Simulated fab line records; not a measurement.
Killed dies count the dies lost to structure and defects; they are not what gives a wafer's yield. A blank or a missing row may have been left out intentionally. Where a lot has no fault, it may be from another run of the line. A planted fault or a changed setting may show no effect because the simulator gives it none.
fab line records + flow sky130
record:
- lots: 6
- wafers: 18
- last_day: 50
route steps=708 shown SD_N@350 SD_P@359 RES_XHIGH@360 SALICIDE@361 LI_CONTACT@362
lots that met no fault: from a run of the same line without faults
start_h: the number of hours between the record's first day and the start of the first shown wafer of the lot + wait_h: how many hours have passed since the lot's step before this one + " identical to the entry in the row above + L1.1+2: a row that stands for several wafers + - no value, or no start was given + * or withheld: withheld + < > ~ a bound
route shown NAME@n: names a module that has steps shown in the file, with the first one's number in the route + usual: mean and standard deviation over wafers with no fault + same: alike in all rows + chamber/n: place in a boat + sites: readings site by site + _std_site: standard deviation of those values + _edge_site: the outer-site mean with the inner-site mean subtracted + radius_mm: for every site, how far away it sits from the centre of the wafer + mask NAME#n: copy n + behind: the most recent tool/chamber to have shaped the wafer + hold: the reason the lot was held/the length of the hold in hours/how it ended + device: which transistor (n, p or np) failed to switch + end of line: the tests these same wafers got at the end of their route + a step without rows: its recipe alone + killed: count of dies lost to structure and defects at first sort (not the wafer's yield) + map: a wafer's dies, x killed, . not, _ none there
set.NAME: setting as actually run; set.NAME@STEP: the setting as run at that earlier step + model.NAME: the simulator's own value behind a step, which no gauge read
a table for each step, a row for each wafer; lots at some steps of the route
services: the hour from which a tool's chamber was out of use, counted from the record's first day as start_h (under 0 if before that day), plus the number of hours and why
== steps ==
step: SKY_SD_N_OVL_MEAS_08
usual:
- SD_N_OVL: 0.6/1.3
| lot.wafer | tool       | chamber | start_h | wait_h | SD_N_OVL[nm] |
|-----------|------------|---------|---------|--------|--------------|
| L602.3    | overlay-01 | -       | 641.21  | 0.1    | -0.3         |
| L602.4    | "          | -       | "       | "      | -0.6         |
| L602.6    | "          | -       | "       | "      | -2.0         |
| L606.2    | overlay-01 | -       | 687.56  | 0.1    | 1.9          |
| L606.3    | "          | -       | "       | "      | 1.8          |
| L606.4    | "          | -       | "       | "      | 3.1          |
| L614.4    | overlay-02 | -       | 743.52  | 0.1    | 1.3          |
| L614.5    | "          | -       | "       | "      | -1.4         |
| L614.6    | "          | -       | "       | "      | -0.2         |
| L613.1    | overlay-02 | -       | 750.11  | 0.1    | 0.9          |
| L613.5    | "          | -       | "       | "      | -0.2         |
| L613.6    | "          | -       | "       | "      | 0.6          |
| L618.2    | overlay-02 | -       | 816.09  | 0.1    | -1.3         |
| L618.4    | "          | -       | "       | "      | 0.5          |
| L618.5    | "          | -       | "       | "      | -0.3         |
| L619.2    | overlay-02 | -       | 816.81  | 0.1    | -1.3         |
| L619.3    | "          | -       | "       | "      | -1.2         |
| L619.5    | "          | -       | "       | "      | -1.0         |
step: SKY_SD_N_IMPLANT_09
recipe:
- species: As
- energy_kev: 50
- dose_cm2: 4e+15
- tilt_deg: 0
step: SKY_SD_N_IMPLANT_10
recipe:
- species: P
- energy_kev: 20
- dose_cm2: 1e+14
- tilt_deg: 0
step: SKY_SD_N_STRIP_11
recipe:
- chemistry: O2/N2
- power_w: 1400
- pressure_mtorr: 1500
- platen_temp_c: withheld
- o2_flow_sccm: 3000
- n2_flow_sccm: 300
- overash_fraction: 0.5
usual:
- drypump_motor_current_A: 5.6/0.37
- oes_product_au: 0.528/0.004
- strip_time_to_endpoint_s: 22.55/0.04
| lot.wafer | tool            | chamber | start_h | wait_h | drypump_motor_current_A | oes_product_au | rf_hours_counter_h | strip_time_to_endpoint_s |
|-----------|-----------------|---------|---------|--------|-------------------------|----------------|--------------------|--------------------------|
| L602.3    | plasma_asher-02 | 0       | 641.57  | 0.1    | 6.0                     | 0.534          | -                  | 22.59                    |
| L602.4    | "               | 1       | "       | "      | 6.0                     | 0.531          | -                  | 22.54                    |
| L602.6    | "               | 1       | "       | "      | 6.0                     | 0.530          | -                  | 22.55                    |
| L606.2    | plasma_asher-01 | 0       | 687.89  | 0.1    | 5.6                     | 0.537          | 98                 | 22.62                    |
| L606.3    | "               | 1       | "       | "      | 4.8                     | 0.527          | -                  | 22.55                    |
| L606.4    | "               | 0       | "       | "      | 5.6                     | 0.532          | -                  | 22.59                    |
| L614.4    | plasma_asher-02 | 0       | 743.88  | 0.1    | 6.0                     | 0.528          | -                  | 22.52                    |
| L614.5    | "               | 0       | "       | "      | 6.0                     | 0.524          | -                  | 22.56                    |
| L614.6    | "               | 1       | "       | "      | 6.0                     | 0.533          | -                  | 22.54                    |
| L613.1    | plasma_asher-02 | 0       | 750.44  | 0.1    | 6.0                     | 0.531          | 64                 | 22.49                    |
| L613.5    | "               | 1       | "       | "      | 6.0                     | 0.526          | -                  | 22.49                    |
| L613.6    | "               | 0       | "       | "      | 6.0                     | 0.530          | -                  | 22.51                    |
| L618.2    | plasma_asher-02 | 1       | 816.42  | 0.1    | 6.0                     | 0.534          | 71                 | 22.53                    |
| L618.4    | "               | 1       | "       | "      | 6.0                     | 0.525          | -                  | 22.51                    |
| L618.5    | "               | 1       | "       | "      | 6.0                     | 0.532          | -                  | 22.59                    |
| L619.2    | plasma_asher-02 | 1       | 817.14  | 0.1    | 6.0                     | 0.529          | 71                 | 22.60                    |
| L619.3    | "               | 0       | "       | "      | 6.0                     | 0.533          | -                  | 22.60                    |
| L619.5    | "               | 1       | "       | "      | 6.1                     | 0.533          | -                  | 22.61                    |
step: SKY_SD_N_TW_MEAS_12
usual:
- SD_N_TW: 3994/59
| lot.wafer | tool          | chamber | start_h | wait_h | SD_N_TW |
|-----------|---------------|---------|---------|--------|---------|
| L602.3    | film_metro-04 | -       | 641.66  | 0.1    | 3934    |
| L602.4    | "             | -       | "       | "      | 3920    |
| L602.6    | "             | -       | "       | "      | 3924    |
| L606.2    | film_metro-03 | -       | 688.00  | 0.1    | 3911    |
| L606.3    | "             | -       | "       | "      | 3909    |
| L606.4    | "             | -       | "       | "      | 3885    |
| L614.4    | film_metro-03 | -       | 743.97  | 0.1    | 3983    |
| L614.5    | "             | -       | "       | "      | 3976    |
| L614.6    | "             | -       | "       | "      | 3971    |
| L613.1    | film_metro-02 | -       | 750.54  | 0.1    | 4064    |
| L613.5    | "             | -       | "       | "      | 4062    |
| L613.6    | "             | -       | "       | "      | 4074    |
| L618.2    | film_metro-04 | -       | 816.56  | 0.1    | 3936    |
| L618.4    | "             | -       | "       | "      | 3951    |
| L618.5    | "             | -       | "       | "      | 3934    |
| L619.2    | film_metro-02 | -       | 817.25  | 0.1    | 4051    |
| L619.3    | "             | -       | "       | "      | 4062    |
| L619.5    | "             | -       | "       | "      | 4056    |
step: SKY_SD_N_CLEAN_13
recipe:
- chemistry: SC1/SC2
- mix: 1:4:20
- temp_c: 70
- time_s: 150
- dry: n2_spin
step: SKY_SD_N_RTA_14
recipe:
- temp_c: 1075
- time_s: 2
- idle_temp_c: 650
- ramp_up_c_per_s: 150
- ramp_down_c_per_s: 90
- ambient: N2
usual:
- anneal_temp_c_max: 1080.4/1
- lamp_power_pct: 15.73/0.051
- wafer_temp_C_max: 1078.2/1.3
| lot.wafer | tool          | chamber | start_h | wait_h | anneal_temp_c_max | lamp_power_pct | wafer_temp_C_max |
|-----------|---------------|---------|---------|--------|-------------------|----------------|------------------|
| L602.3    | rtp_anneal-02 | 0       | 641.82  | 0.0    | 1081.2            | 15.80          | 1077.3           |
| L602.4    | "             | 0       | "       | "      | 1082.2            | 15.71          | 1076.8           |
| L602.6    | "             | 0       | "       | "      | 1081.1            | 15.79          | 1077.1           |
| L606.2    | rtp_anneal-02 | 0       | 688.11  | 0.0    | 1080.4            | 15.86          | 1077.7           |
| L606.3    | "             | 0       | "       | "      | 1080.3            | 15.72          | 1079.4           |
| L606.4    | "             | 0       | "       | "      | 1081.3            | 15.77          | 1078.1           |
| L614.4    | rtp_anneal-01 | 0       | 744.08  | 0.0    | 1078.8            | 15.68          | 1076.5           |
| L614.5    | "             | 0       | "       | "      | 1081.3            | 15.64          | 1077.1           |
| L614.6    | "             | 0       | "       | "      | 1078.9            | 15.72          | 1079.9           |
| L613.1    | rtp_anneal-02 | 0       | 750.65  | 0.0    | 1078.7            | 15.78          | 1077.8           |
| L613.5    | "             | 0       | "       | "      | 1080.9            | 15.78          | 1079.1           |
| L613.6    | "             | 0       | "       | "      | 1081.3            | 15.76          | 1076.9           |
| L618.2    | rtp_anneal-02 | 0       | 816.67  | 0.0    | 1081.4            | 15.74          | 1079.0           |
| L618.4    | "             | 0       | "       | "      | 1082.2            | 15.85          | 1077.7           |
| L618.5    | "             | 0       | "       | "      | 1080.5            | 15.73          | 1077.5           |
| L619.2    | rtp_anneal-02 | 0       | 817.36  | 0.0    | 1079.2            | 15.71          | 1077.3           |
| L619.3    | "             | 0       | "       | "      | 1080.5            | 15.74          | 1077.6           |
| L619.5    | "             | 0       | "       | "      | 1080.6            | 15.71          | 1078.0           |
step: SKY_SD_N_RS_MEAS_16
recipe:
- thk_meas_gauge: four-point-probe
usual:
- SD_N_RS: 68.62/0.11
| lot.wafer | tool          | chamber | start_h | wait_h | SD_N_RS[ohm/sq] |
|-----------|---------------|---------|---------|--------|-----------------|
| L602.3    | film_metro-03 | -       | 642.01  | 0.1    | 68.65           |
| L602.4    | "             | -       | "       | "      | 68.56           |
| L602.6    | "             | -       | "       | "      | 68.66           |
| L606.2    | film_metro-04 | -       | 688.30  | 0.1    | 68.51           |
| L606.3    | "             | -       | "       | "      | 68.53           |
| L606.4    | "             | -       | "       | "      | 68.73           |
| L614.4    | film_metro-02 | -       | 744.29  | 0.1    | 68.47           |
| L614.5    | "             | -       | "       | "      | 68.73           |
| L614.6    | "             | -       | "       | "      | 68.64           |
| L613.1    | film_metro-03 | -       | 750.83  | 0.1    | 68.60           |
| L613.5    | "             | -       | "       | "      | 68.46           |
| L613.6    | "             | -       | "       | "      | 68.69           |
| L618.2    | film_metro-02 | -       | 816.85  | 0.1    | 68.62           |
| L618.4    | "             | -       | "       | "      | 68.66           |
| L618.5    | "             | -       | "       | "      | 68.64           |
| L619.2    | film_metro-03 | -       | 817.55  | 0.1    | 68.51           |
| L619.3    | "             | -       | "       | "      | 68.64           |
| L619.5    | "             | -       | "       | "      | 68.48           |
step: SKY_SD_N_RS_MEAS_17
recipe:
- thk_meas_gauge: four-point-probe
usual:
- SD_P_RS: 147.2/0.34
| lot.wafer | tool          | chamber | start_h | wait_h | SD_P_RS[ohm/sq] |
|-----------|---------------|---------|---------|--------|-----------------|
| L602.3    | film_metro-03 | -       | 642.13  | 0.1    | 147.1           |
| L602.4    | "             | -       | "       | "      | 146.8           |
| L602.6    | "             | -       | "       | "      | 147.2           |
| L606.2    | film_metro-04 | -       | 688.42  | 0.1    | 146.9           |
| L606.3    | "             | -       | "       | "      | 147.2           |
| L606.4    | "             | -       | "       | "      | 146.9           |
| L614.4    | film_metro-02 | -       | 744.41  | 0.1    | 146.6           |
| L614.5    | "             | -       | "       | "      | 146.8           |
| L614.6    | "             | -       | "       | "      | 146.7           |
| L613.1    | film_metro-03 | -       | 750.95  | 0.1    | 146.6           |
| L613.5    | "             | -       | "       | "      | 147.0           |
| L613.6    | "             | -       | "       | "      | 147.2           |
| L618.2    | film_metro-02 | -       | 816.97  | 0.1    | 147.4           |
| L618.4    | "             | -       | "       | "      | 147.6           |
| L618.5    | "             | -       | "       | "      | 147.4           |
| L619.2    | film_metro-03 | -       | 817.67  | 0.1    | 147.5           |
| L619.3    | "             | -       | "       | "      | 147.1           |
| L619.5    | "             | -       | "       | "      | 147.3           |
step: SKY_SD_N_RS_MEAS_18
recipe:
- thk_meas_gauge: four-point-probe
usual:
- RES_XHIGH_RS: 329.8/1.3
| lot.wafer | tool          | chamber | start_h | wait_h | RES_XHIGH_RS[ohm/sq] |
|-----------|---------------|---------|---------|--------|----------------------|
| L602.3    | film_metro-03 | -       | 642.25  | 0.1    | 329.7                |
| L602.4    | "             | -       | "       | "      | 327.9                |
| L602.6    | "             | -       | "       | "      | 329.0                |
| L606.2    | film_metro-04 | -       | 688.54  | 0.1    | 330.5                |
| L606.3    | "             | -       | "       | "      | 331.3                |
| L606.4    | "             | -       | "       | "      | 329.6                |
| L614.4    | film_metro-02 | -       | 744.53  | 0.1    | 331.6                |
| L614.5    | "             | -       | "       | "      | 331.8                |
| L614.6    | "             | -       | "       | "      | 330.3                |
| L613.1    | film_metro-03 | -       | 751.07  | 0.1    | 328.8                |
| L613.5    | "             | -       | "       | "      | 329.7                |
| L613.6    | "             | -       | "       | "      | 329.0                |
| L618.2    | film_metro-02 | -       | 817.09  | 0.1    | 330.6                |
| L618.4    | "             | -       | "       | "      | 330.5                |
| L618.5    | "             | -       | "       | "      | 330.6                |
| L619.2    | film_metro-03 | -       | 817.79  | 0.1    | 329.8                |
| L619.3    | "             | -       | "       | "      | 329.7                |
| L619.5    | "             | -       | "       | "      | 329.3                |
step: SKY_SALICIDE_CLEAN_00
recipe:
- chemistry: HF-last
- time_s: 30
- dilution: 100:1
- dry: ipa_marangoni
step: SKY_LI_CONTACT_HDPCVD_00
recipe:
- material: PSG
- target_thk_nm: 930
- sigma_open_frac: 0.3
- time_s: 155
- temp_c: 600
- sih4_flow_sccm: 60
- pressure_mtorr: 6
usual:
- sih4_flow_sccm: 60.00/0.2
| lot.wafer | tool      | chamber | start_h | wait_h | sih4_flow_sccm | model.PSG_of_LI_CONTACT_HDPCVD_00.thk_nm |
|-----------|-----------|---------|---------|--------|----------------|------------------------------------------|
| L602.3    | hdpcvd-01 | 2       | 642.35  | 0.0    | 59.99          | 927.4                                    |
| L602.4    | "         | 0       | "       | "      | 60.09          | 937.6                                    |
| L602.6    | "         | 1       | "       | "      | 60.00          | 945.7                                    |
| L606.2    | hdpcvd-01 | 0       | 688.65  | 0.0    | 59.85          | 933.1                                    |
| L606.3    | "         | 0       | "       | "      | 59.64          | 934.1                                    |
| L606.4    | "         | 1       | "       | "      | 60.09          | 930.4                                    |
| L614.4    | hdpcvd-01 | 2       | 744.65  | 0.1    | 72.08          | 1106                                     |
| L614.5    | "         | 0       | "       | "      | 72.21          | 1118                                     |
| L614.6    | "         | 1       | "       | "      | 71.79          | 1098                                     |
| L613.1    | hdpcvd-01 | 0       | 751.20  | 0.0    | 71.98          | 1135                                     |
| L613.5    | "         | 1       | "       | "      | 71.78          | 1130                                     |
| L613.6    | "         | 2       | "       | "      | 72.12          | 1117                                     |
| L618.2    | hdpcvd-02 | 0       | 817.21  | 0.0    | 60.21          | 921.1                                    |
| L618.4    | "         | 2       | "       | "      | 59.94          | 895.7                                    |
| L618.5    | "         | 1       | "       | "      | 59.83          | 913.5                                    |
| L619.2    | hdpcvd-02 | 1       | 817.90  | 0.0    | 60.21          | 922.2                                    |
| L619.3    | "         | 0       | "       | "      | 59.86          | 926                                      |
| L619.5    | "         | 1       | "       | "      | 59.96          | 922.4                                    |
step: SKY_LI_CONTACT_THK_MEAS_01
recipe:
- reads: PSG_of_LI_CONTACT_HDPCVD_00
usual:
- LI_CONTACT_HDPCVD_THK: 923/12
| lot.wafer | tool          | chamber | start_h | wait_h | LI_CONTACT_HDPCVD_THK[nm] |
|-----------|---------------|---------|---------|--------|---------------------------|
| L602.3    | film_metro-03 | -       | 642.47  | 0.1    | 928                       |
| L602.4    | "             | -       | "       | "      | 938                       |
| L602.6    | "             | -       | "       | "      | 946                       |
| L606.2    | film_metro-02 | -       | 688.82  | 0.1    | 933                       |
| L606.3    | "             | -       | "       | "      | 934                       |
| L606.4    | "             | -       | "       | "      | 930                       |
| L614.4    | film_metro-04 | -       | 744.74  | 0.0    | 1106                      |
| L614.5    | "             | -       | "       | "      | 1119                      |
| L614.6    | "             | -       | "       | "      | 1097                      |
| L613.1    | film_metro-04 | -       | 751.31  | 0.1    | 1135                      |
| L613.5    | "             | -       | "       | "      | 1130                      |
| L613.6    | "             | -       | "       | "      | 1117                      |
| L618.2    | film_metro-02 | -       | 817.32  | 0.1    | 922                       |
| L618.4    | "             | -       | "       | "      | 896                       |
| L618.5    | "             | -       | "       | "      | 913                       |
| L619.2    | film_metro-03 | -       | 818.02  | 0.1    | 922                       |
| L619.3    | "             | -       | "       | "      | 926                       |
| L619.5    | "             | -       | "       | "      | 923                       |
step: SKY_LI_CONTACT_CMP_02
recipe:
- material: PSG
- down_force_psi: 4
- platen_rpm: 60
- pad_velocity_m_s: 0.94248
usual:
- motor_current_A: 12.6/0.92
- platen_rpm: 60.00/0.035
- time_to_endpoint_s: 32.5/3
| lot.wafer | tool   | chamber | start_h | wait_h | motor_current_A | platen_rpm | time_to_endpoint_s |
|-----------|--------|---------|---------|--------|-----------------|------------|--------------------|
| L602.4    | cmp-02 | 3       | 642.56  | 0.1    | 13.1            | 59.97      | 34.2               |
| L602.3    | "      | 0       | "       | "      | 12.5            | 60.02      | 30.4               |
| L602.6    | "      | 2       | "       | "      | 14.0            | 60.05      | 33.7               |
| L606.2    | cmp-02 | 3       | 688.92  | 0.1    | 13.8            | 60.06      | 33.9               |
| L606.3    | "      | 0       | "       | "      | 12.2            | 60.03      | 32.7               |
| L606.4    | "      | 1       | "       | "      | 12.2            | 59.95      | 39.0               |
| L614.4    | cmp-02 | 2       | 744.82  | 0.1    | 14.6            | 59.98      | 49.2               |
| L614.6    | "      | 1       | "       | "      | 11.7            | 59.97      | 54.7               |
| L614.5    | "      | 2       | "       | "      | 13.7            | 60.01      | 51.7               |
| L613.1    | cmp-01 | 2       | 751.47  | 0.1    | 12.2            | 59.98      | 54.1               |
| L613.6    | "      | 0       | "       | "      | 13.4            | 60.01      | 53.1               |
| L613.5    | "      | 1       | "       | "      | 11.2            | 60.01      | 52.9               |
| L618.2    | cmp-02 | 1       | 817.37  | 0.0    | 12.7            | 59.99      | 32.2               |
| L618.4    | "      | 3       | "       | "      | 12.6            | 60.06      | 27.3               |
| L618.5    | "      | 1       | "       | "      | 12.2            | 60.04      | 35.9               |
| L619.2    | cmp-02 | 1       | 818.07  | 0.0    | 12.4            | 60.02      | 38.7               |
| L619.3    | "      | 0       | "       | "      | 12.5            | 59.99      | 30.2               |
| L619.5    | "      | 1       | "       | "      | 13.1            | 60.06      | 33.7               |
step: SKY_LI_CONTACT_BOW_MEAS_03
recipe:
- mode: bow
usual:
- LI_CONTACT_BOW: 57/6.7
| lot.wafer | tool          | chamber | start_h | wait_h | LI_CONTACT_BOW[um] |
|-----------|---------------|---------|---------|--------|--------------------|
| L602.3    | film_metro-02 | -       | 642.85  | 0.2    | 56                 |
| L602.4    | "             | -       | "       | "      | 63                 |
| L602.6    | "             | -       | "       | "      | 58                 |
| L606.2    | film_metro-03 | -       | 689.19  | 0.2    | 53                 |
| L606.3    | "             | -       | "       | "      | 46                 |
| L606.4    | "             | -       | "       | "      | 56                 |
| L614.4    | film_metro-04 | -       | 745.13  | 0.3    | 47                 |
| L614.5    | "             | -       | "       | "      | 41                 |
| L614.6    | "             | -       | "       | "      | 54                 |
| L613.1    | film_metro-03 | -       | 751.67  | 0.1    | 54                 |
| L613.5    | "             | -       | "       | "      | 49                 |
| L613.6    | "             | -       | "       | "      | 55                 |
| L618.2    | film_metro-04 | -       | 817.78  | 0.4    | 67                 |
| L618.4    | "             | -       | "       | "      | 47                 |
| L618.5    | "             | -       | "       | "      | 62                 |
| L619.2    | film_metro-02 | -       | 818.39  | 0.3    | 53                 |
| L619.3    | "             | -       | "       | "      | 54                 |
| L619.5    | "             | -       | "       | "      | 50                 |
== services ==
| tool            | chamber | start_h | hours | kind       |
|-----------------|---------|---------|-------|------------|
| plasma_asher-01 | -       | 619.54  | 17.0  | repair     |
| cmp-01          | -       | 636.65  | 1.0   | repair     |
| plasma_asher-02 | -       | 638.71  | 1.4   | repair     |
| hdpcvd-02       | -       | 650.75  | 15.0  | pm         |
| hdpcvd-02       | 0       | 650.75  | 15.0  | vent_cycle |
| hdpcvd-02       | 1       | 650.75  | 15.0  | vent_cycle |
| plasma_asher-01 | -       | 671.62  | 9.3   | pm         |
| hdpcvd-01       | 2       | 674.09  | 17.9  | repair     |
| cmp-02          | -       | 715.51  | 4.3   | pm         |
| plasma_asher-01 | -       | 733.75  | 9.0   | pm         |
| hdpcvd-02       | -       | 738.33  | 0.6   | repair     |
| plasma_asher-01 | -       | 742.75  | 2.8   | pm         |
| cmp-01          | -       | 744.00  | 4.0   | pm         |
| cmp-02          | -       | 746.48  | 0.5   | repair     |
| plasma_asher-01 | -       | 751.47  | 0.6   | repair     |
| hdpcvd-02       | 2       | 751.73  | 4.8   | repair     |
| hdpcvd-01       | -       | 753.37  | 6.0   | pm         |
| cmp-01          | -       | 756.23  | 6.3   | pm         |
| rtp_anneal-01   | -       | 762.61  | 1.2   | pm         |
| cmp-01          | -       | 786.59  | 7.0   | pm         |
| cmp-01          | -       | 799.33  | 0.7   | repair     |
| rtp_anneal-02   | -       | 802.73  | 6.5   | pm         |
| cmp-01          | -       | 804.46  | 1.1   | repair     |
| plasma_asher-01 | -       | 807.45  | 15.6  | pm         |
== key ==
first_sign:
- step: SKY_LI_CONTACT_HDPCVD_00
- reading: sih4_flow_sccm
- direction: up
- sigmas: 61
- usual: 60.00
- struck: 71.99
effect:
- step: SKY_LI_CONTACT_THK_MEAS_01
- reading: LI_CONTACT_HDPCVD_THK
- direction: up
- sigmas: 16
- usual: 923
- struck: 1118
effect:
- step: SKY_LI_CONTACT_CMP_02
- reading: time_to_endpoint_s
- direction: up
- sigmas: 6.7
- usual: *
- struck: *
model_effect:
- step: SKY_LI_CONTACT_HDPCVD_00
- value: PSG_of_LI_CONTACT_HDPCVD_00.thk_nm
- without: 931.3
- struck: 1117
met_at SKY_LI_CONTACT_HDPCVD_00
struck_wafers L613.1,L613.5,L613.6,L614.4,L614.5,L614.6
tester_left_out L613,L614
onset_between 688.65 744.65
fault:
- kind: process_parameter_drift
- tool: hdpcvd-01
- chamber: -
- onset_h: 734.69
- steps: SKY_LI_CONTACT_HDPCVD_00
- channel: sih4_flow_sccm
- offset: 12
- shape: step
- end_h: 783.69
- acts_in: these_recipes_only
- stated: 60
tester_left_out: of these lots the tester's yield and bins aren't shown, on N5 and GAA mostly nor the transistor test; their killed dies are dies lost to structure and defects alone, not to doping, threshold or leakage, so they don't give the yield
